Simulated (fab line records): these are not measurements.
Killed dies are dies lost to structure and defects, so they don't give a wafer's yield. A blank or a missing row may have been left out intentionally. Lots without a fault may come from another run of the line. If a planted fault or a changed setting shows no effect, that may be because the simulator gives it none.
Which tool is to blame?	flow gf180mcu	15 lots, 45 wafers sampled, at 2 steps of a route of 602

WHAT EACH GAUGE READ, for each wafer
GF_DUAL_GATE_THK_MEAS_03.
lot	measured	on	DUAL_GATE_OXIDATION_00_THK (nm)
L987	day 7 15:39	film-metro-01	11.51 11.47 11.46
L989	day 8 01:00	film-metro-01	11.24 11.21 11.07
L990	day 8 11:31	film-metro-01	10.83 11.04 10.73
L991	day 8 14:54	film-metro-03	10.86 10.94 10.86
L992	day 9 01:55	film-metro-03	7.97 8.12 8.14
L993	day 9 07:13	film-metro-01	8.59 8.65 8.47
L996	day 10 04:14	film-metro-03	8.25 8.36 8.22
L103	day 12 04:35	film-metro-01	11.27 11.26 11.10
L104	day 12 10:59	film-metro-01	11.32 11.27 11.14
L105	day 12 17:18	film-metro-03	10.97 10.99 10.88
L106	day 13 00:59	film-metro-03	11.13 11.31 11.27
L107	day 13 08:23	film-metro-02	11.09 10.96 11.09
L108	day 13 16:13	film-metro-02	11.01 11.06 11.28
L109	day 14 07:59	film-metro-03	11.00 11.11 11.11
L110	day 14 08:56	film-metro-03	10.85 10.93 10.97

TOOL THAT RAN EACH LOT (tool first, then ch and the chambers of the sampled wafers, then the start)
lot	GF_DUAL_GATE_OXIDATION_02
L987	furnace-02 ch 0, day 7 14:11
L989	furnace-01 ch 0, day 7 23:32
L990	furnace-02 ch 0, day 8 10:04
L991	furnace-02 ch 0, day 8 13:27
L992	furnace-02 ch 0, day 9 00:26
L993	furnace-02 ch 0, day 9 05:46
L996	furnace-02 ch 0, day 10 02:47
L103	furnace-01 ch 0, day 12 03:08
L104	furnace-01 ch 0, day 12 09:32
L105	furnace-01 ch 0, day 12 15:52
L106	furnace-01 ch 0, day 12 23:32
L107	furnace-01 ch 0, day 13 06:57
L108	furnace-01 ch 0, day 13 14:46
L109	furnace-01 ch 0, day 14 06:32
L110	furnace-02 ch 0, day 14 07:29
- GF_DUAL_GATE_OXIDATION_02: stabilise 600 s, purge 300 s, target thk 10.887 nm.

AS READ BY THE TOOLS THEMSELVES (means over the sampled wafers that have a number; for cases with no such wafer, the mark the record gives instead)
GF_DUAL_GATE_OXIDATION_02.
lot	tool	spike-tc-bottom-C (C)	spike-tc-centre-C (C)	spike-tc-lower-C (C)	spike-tc-top-C (C)	spike-tc-upper-C (C)	tube-center-temp-C (C)	tube_center_temp_C_max	zone-power-centre-pct (%)	zone-power-top-pct (%)	zone-power-upper-pct (%)
L987	furnace-02	920.8	901.8	902.1	916.7	900.1	900	902.4	18.9	34.4	15.83
L989	furnace-01	918.6	902.3	899.1	912.3	897.5	900	902.4	16.2	30.2	16.75
L990	furnace-02	919.2	900.1	900.9	918.1	900.0	900	902.3	19.0	34.2	16.05
L991	furnace-02	919.1	900.9	900.3	916.3	899.8	900	902.1	19.0	34.0	16.07
L992	furnace-02	896.3	878.6	877.7	894.0	877.7	877	878.8	18.0	32.7	15.20
L993	furnace-02	896.3	876.6	878.3	894.4	877.9	877	879.0	17.9	33.0	15.13
L996	furnace-02	896.1	877.5	877.9	894.7	877.4	877	879.4	18.2	32.7	15.08
L103	furnace-01	918.0	902.0	900.2	912.8	899.0	900	902.6	16.1	30.5	16.35
L104	furnace-01	918.5	900.9	899.1	912.6	898.5	900	902.3	16.0	30.8	16.49
L105	furnace-01	919.6	900.7	899.0	913.0	898.9	900	902.4	16.1	30.2	16.53
L106	furnace-01	919.3	903.1	900.3	914.5	898.6	900	902.1	16.1	30.4	16.46
L107	furnace-01	920.0	901.5	899.6	912.3	898.8	900	902.4	16.0	30.2	16.70
L108	furnace-01	919.5	902.4	899.7	912.7	898.6	900	902.0	16.0	30.6	16.51
L109	furnace-01	918.8	901.5	899.9	913.9	898.6	900	902.4	16.3	30.6	16.52
L110	furnace-02	918.3	900.9	901.1	917.2	900.0	900	902.7	19.0	34.0	16.08

THE ANSWER, worked out from the rows above alone
Rule: the usual values come from the lots themselves. Put in order of their means at a reading, lots are off if they are a third of the lots or fewer, leave a main group of 4 or more, and stand apart from it by a gap of 3 or more times the standard deviation of the main group's means; of several such gaps the widest counts. A main group whose means are all the same, to the digits that the tables above print for the reading, isn't used. A lot without any number at a reading at which 4 lots or more have one is off too. Any other lot the step has rows for is counted as sound. Order of review: gauges by route order, followed by the tools' own readings, for which a lot's mean as printed above is used. The first step at which some lot is off is used, and at that step the reading that is off furthest; a lot without a number counts as furthest.
Off: L992, L993, L996, at GF_DUAL_GATE_THK_MEAS_03 (DUAL_GATE_OXIDATION_00_THK). Mean 11.10 nm and standard deviation 0.17 in the main group.
A tool fits if, at a process step before that reading, it ran every lot that is off, and no sound lot after the first of them. The gauges at GF_DUAL_GATE_THK_MEAS_03 aren't tried: what is off there is off at GF_DUAL_GATE_OXIDATION_02 too, on other tools, and a gauge's error can't cause that. Not one of the candidates tried fits.

WHAT THE SIMULATOR PUT IN
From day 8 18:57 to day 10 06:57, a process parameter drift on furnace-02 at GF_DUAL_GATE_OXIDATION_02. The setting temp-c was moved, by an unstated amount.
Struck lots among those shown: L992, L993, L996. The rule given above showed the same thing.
